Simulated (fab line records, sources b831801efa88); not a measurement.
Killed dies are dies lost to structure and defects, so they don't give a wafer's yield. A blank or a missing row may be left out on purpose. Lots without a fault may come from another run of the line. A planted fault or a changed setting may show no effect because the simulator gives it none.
fab line records | flow sky130 | part 2 of 2: steps 32 to 44 of 44
record lots=5 wafers=15 last_day=50
route steps=708 shown VT_ADJUST_PCH@153 SONOS_TUNNEL@154 SONOS_ONO@168 GATE_OXIDE@187
lots that met no fault: from a run of the same line without faults
start_h: hours from the record's first day to the start of the lot's first wafer shown | wait_h: hours since the lot's step before | " the same as in the row above | L1.1+2: a row that stands for several wafers | - no value, or no start given | * or withheld: withheld | < > ~ a bound
route shown NAME@n: a module of which the file shows steps, and the number in the route of the first | usual: mean/standard deviation of fault-free wafers | same: alike in all rows | chamber/n: place in a boat | sites: the reading at each site | _std_site: their standard deviation | _edge_site: outer sites' mean less inner sites' | radius_mm: how far each site lies from the wafer's centre | mask NAME#n: copy n | behind: the tool/chamber that last shaped the wafer | hold: why the lot was held/for how many hours/how that ended | device: the transistor (n, p or np) that didn't switch | end of line: the same wafers' tests at the end of the route | a step without rows: its recipe alone | killed: dies lost to structure and defects at the first sort, not the wafer's yield | map: a wafer's dies, x killed, . not, _ none there
set.NAME: the setting as run; set.NAME@STEP: as run at that earlier step | model.NAME: the simulator's own value behind a step, which no gauge read
lots at some steps of the route; a table a step, a row a wafer
services: from which hour (start_h, from the record's first day; less than 0 if before it) a tool's chamber was out of use, for how many hours, and why
## steps
# step SKY_SONOS_ONO_WET_ETCH_16
# recipe chemistry=dHF target_depth_nm=14 dry=n2_spin target=SiO2 dilution=100:1 temp_c=25 time_s=280
# columns lot.wafer tool chamber start_h wait_h
L081.1+4+5 wet_bench-01 2 325.86 0.0
L084.1+4+6 wet_bench-02 1 349.84 0.0
L086.3+4+5 wet_bench-02 3 360.30 0.0
L090.2+5+6 wet_bench-02 2 396.31 0.0
L096.2+4+5 wet_bench-01 2 448.20 0.0
# step SKY_SONOS_ONO_STRIP_17
# recipe chemistry=O2/N2 power_w=1400 pressure_mtorr=1500 platen_temp_c=withheld o2_flow_sccm=3000 n2_flow_sccm=300 overash_fraction=0.5
# usual drypump_motor_current_A=5.7/0.35 o2_flow_sccm=3001/8.9 oes_product_au=0.710/0.0046 strip_time_to_endpoint_s=14.11/0.04
# columns lot.wafer tool chamber start_h wait_h drypump_motor_current_A o2_flow_sccm oes_product_au rf_hours_counter_h strip_time_to_endpoint_s
L081.1 plasma_asher-02 0 325.94 0.0 6.1 2999 0.714 50 14.16
L081.4 " 0 " " 6.1 3011 0.704 - 14.11
L081.5 " 0 " " 6.1 3004 0.711 - 14.14
L084.1 plasma_asher-03 1 349.93 0.0 5.7 2988 0.716 23 14.23
L084.4 " 0 " " 5.8 3008 0.705 - 14.11
L084.6 " 1 " " 5.7 2998 0.710 - 14.17
L086.3 plasma_asher-03 0 360.42 0.0 5.8 2996 0.710 - 14.15
L086.4 " 1 " " 5.7 3010 0.715 - 14.14
L086.5 " 0 " " 5.7 2999 0.707 - 14.15
L090.2 plasma_asher-03 1 396.39 0.0 5.7 2987 0.709 28 14.06
L090.5 " 1 " " 5.7 2995 0.708 - 14.09
L090.6 " 0 " " 5.7 2996 0.714 - 14.09
L096.2 plasma_asher-04 1 448.28 0.0 5.2 3002 0.705 2 14.10
L096.4 " 0 " " 6.1 2999 0.708 - 14.11
L096.5 " 1 " " 5.2 2999 0.712 - 14.13
# step SKY_SONOS_ONO_WET_ETCH_18
# recipe chemistry=H3PO4 target_depth_nm=15 target=Si3N4 temp_c=160 time_s=172
# columns lot.wafer tool chamber start_h wait_h
L081.1+4+5 wet_bench-03 0 326.04 0.1
L084.1+4+6 wet_bench-03 2 350.03 0.1
L086.3+4+5 wet_bench-03 2 360.48 0.0
L090.2+5+6 wet_bench-03 2 396.49 0.1
L096.2+4+5 wet_bench-03 0 448.38 0.1
# step SKY_GATE_OXIDE_CLEAN_00
# recipe chemistry=SC1/SC2 mix=1:4:20 temp_c=70 time_s=150 dry=n2_spin
# columns lot.wafer tool chamber start_h wait_h
L081.1+4+5 wet_bench-02 0 326.10 0.0
L084.1+4+6 wet_bench-01 1 350.08 0.0
L086.3+4+5 wet_bench-02 0 360.54 0.0
L090.2+5+6 wet_bench-02 0 396.55 0.0
L096.2+4+5 wet_bench-01 2 448.44 0.0
# step SKY_GATE_OXIDE_OXIDATION_01
# recipe temp_c=900 ambient=O2 stabilise_s=600 purge_s=300 target_thk_a=102.68 ox_time_s=1473
# usual spike_tc_upper_C=899.9/1 zone_power_top_pct=33.0/2.7
# columns lot.wafer tool chamber start_h wait_h spike_tc_upper_C zone_power_top_pct
L081.1 furnace-01 0 326.63 0.5 899.6 36.0
L081.4 " 0 " " 900.0 36.1
L081.5 " 0 " " 898.2 36.3
L084.1 furnace-02 0 350.13 0.0 900.0 30.8
L084.4 " 0 " " 900.4 31.4
L084.6 " 0 " " 899.2 30.5
L086.3 furnace-02 0 360.88 0.3 897.3 31.1
L086.4 " 0 " " 900.2 30.7
L086.5 " 0 " " 899.6 30.4
L090.2 furnace-01 0 398.16 1.6 902.2 36.1
L090.5 " 0 " " 898.9 36.2
L090.6 " 0 " " 900.7 36.3
L096.2 furnace-02 0 448.49 0.0 900.2 30.8
L096.4 " 0 " " 898.0 30.7
L096.5 " 0 " " 900.5 30.5
# step SKY_GATE_OXIDE_THK_MEAS_02
# recipe reads=SiO2_of_GATE_OXIDE_OXIDATION_01
# usual GATE_OXIDE_OXIDATION_00_THK=10.24/0.19
# columns lot.wafer tool chamber start_h wait_h GATE_OXIDE_OXIDATION_00_THK[nm]
L081.1 film_metro-04 - 328.04 0.0 10.17
L081.4 " - " " 10.20
L081.5 " - " " 10.46
L084.1 film_metro-02 - 351.54 0.0 10.40
L084.4 " - " " 10.32
L084.6 " - " " 10.24
L086.3 film_metro-02 - 362.31 0.0 10.31
L086.4 " - " " 10.39
L086.5 " - " " 10.37
L090.2 film_metro-01 - 399.58 0.0 10.31
L090.5 " - " " 10.28
L090.6 " - " " 10.19
L096.2 film_metro-02 - 449.91 0.0 10.12
L096.4 " - " " 10.27
L096.5 " - " " 10.33
# step SKY_GATE_OXIDE_DEHYDRATE_03
# recipe temp_c=200 time_s=60
# columns lot.wafer tool chamber start_h wait_h
L081.1+4+5 litho_track-01 0 340.40 12.3
L084.1+4+6 litho_track-01 0 364.40 12.8
L086.3+4+5 litho_track-01 0 375.65 13.3
L090.2+5+6 litho_track-01 0 414.72 15.1
L096.2+4+5 litho_track-03 0 464.64 14.7
# step SKY_GATE_OXIDE_HMDS_04
# recipe prime_time_s=60 prime_temp_c=120
# columns lot.wafer tool chamber start_h wait_h
L081.1+4+5 litho_track-01 0 340.55 0.1
L084.1+4+6 litho_track-01 0 364.55 0.1
L086.3+4+5 litho_track-01 0 375.80 0.1
L090.2+5+6 litho_track-01 0 414.87 0.1
L096.2+4+5 litho_track-03 0 464.79 0.1
# step SKY_GATE_OXIDE_COAT_05
# recipe resist=NOVOLAK spin_rpm=3000 resist_thk_nm=1140
# columns lot.wafer tool chamber start_h wait_h
L081.1+4+5 litho_track-01 0 340.70 0.1
L084.1+4+6 litho_track-01 0 364.70 0.1
L086.3+4+5 litho_track-01 0 375.95 0.1
L090.2+5+6 litho_track-01 0 415.02 0.1
L096.2+4+5 litho_track-03 0 464.94 0.1
# step SKY_GATE_OXIDE_SOFTBAKE_06
# recipe temp_c=90 time_s=60 resist=NOVOLAK
# columns lot.wafer tool chamber start_h wait_h
L081.1+4+5 litho_track-01 0 340.85 0.1
L084.1+4+6 litho_track-01 0 364.85 0.1
L086.3+4+5 litho_track-01 0 376.10 0.1
L090.2+5+6 litho_track-01 0 415.17 0.1
L096.2+4+5 litho_track-03 0 465.09 0.1
# step SKY_GATE_OXIDE_EXPOSE_07
# recipe mask_id=LVOM na=0.6 source_shape=conventional sigma_outer=0.6 polarization=unpolarized target_cd_nm=600 dose_mj=170
# usual exposure_dose_mJ_cm2=170.02/0.2
# columns lot.wafer tool chamber start_h wait_h mask exposure_dose_mJ_cm2
L081.1 iline_stepper-02 0 - - LVOM#0 169.79
L081.4 " 0 " " LVOM#0 170.22
L081.5 " 0 " " LVOM#0 170.21
L084.1 iline_stepper-01 0 - - LVOM#0 170.14
L084.4 " 0 " " LVOM#0 170.36
L084.6 " 0 " " LVOM#0 170.06
L086.3 iline_stepper-02 0 - - LVOM#0 170.23
L086.4 " 0 " " LVOM#0 170.09
L086.5 " 0 " " LVOM#0 170.09
L090.2 iline_stepper-02 0 - - LVOM#0 169.99
L090.5 " 0 " " LVOM#0 170.12
L090.6 " 0 " " LVOM#0 170.15
L096.2 iline_stepper-02 0 - - LVOM#0 169.77
L096.4 " 0 " " LVOM#0 169.86
L096.5 " 0 " " LVOM#0 169.57
# step SKY_GATE_OXIDE_PEB_08
# recipe temp_c=withheld time_s=* resist=NOVOLAK
# columns lot.wafer tool chamber start_h wait_h
L081.1+4+5 litho_track-01 0 - -
L084.1+4+6 litho_track-03 0 - -
L086.3+4+5 litho_track-03 0 - -
L090.2+5+6 litho_track-03 0 - -
L096.2+4+5 litho_track-01 0 - -
# step SKY_GATE_OXIDE_DEVELOP_09
# recipe resist=NOVOLAK developer=TMAH develop_time_s=60 dev_temp_c=23
# columns lot.wafer tool chamber start_h wait_h
L081.1+4+5 litho_track-01 0 354.15 0.1
L084.1+4+6 litho_track-03 0 378.82 0.1
L086.3+4+5 litho_track-03 0 390.02 0.1
L090.2+5+6 litho_track-03 0 429.44 0.1
L096.2+4+5 litho_track-01 0 480.42 0.1
## services
# columns tool chamber start_h hours kind
furnace-01 - 288.76 5.1 pm
implanter-02 - 312.83 3.0 repair
furnace-02 - 335.72 3.7 pm
iline_stepper-02 - 342.11 2.8 repair
lpcvd-03 - 355.06 0.5 repair
rie_diel-03 - 365.56 0.2 repair
implanter-02 - 378.02 13.4 pm
iline_stepper-01 - 391.35 8.9 pm
rie_diel-03 1 395.59 8.7 repair
wet_bench-04 - 400.15 7.5 repair
iline_stepper-01 - 400.24 1.7 pm
plasma_asher-03 - 411.66 0.6 repair
furnace-01 - 414.94 3.3 pm
wet_bench-01 - 418.70 1.9 pm
iline_stepper-02 - 420.42 2.2 repair
iline_stepper-01 - 442.15 4.4 pm
rie_diel-03 3 445.46 8.0 repair
iline_stepper-02 - 446.71 1.7 pm
iline_stepper-01 - 447.29 0.6 repair
wet_bench-03 - 451.27 3.9 repair
wet_bench-01 - 463.12 1.4 repair
furnace-02 - 465.36 2.9 pm
wet_bench-03 - 471.56 1.8 repair
lpcvd-02 - 480.49 17.2 pm
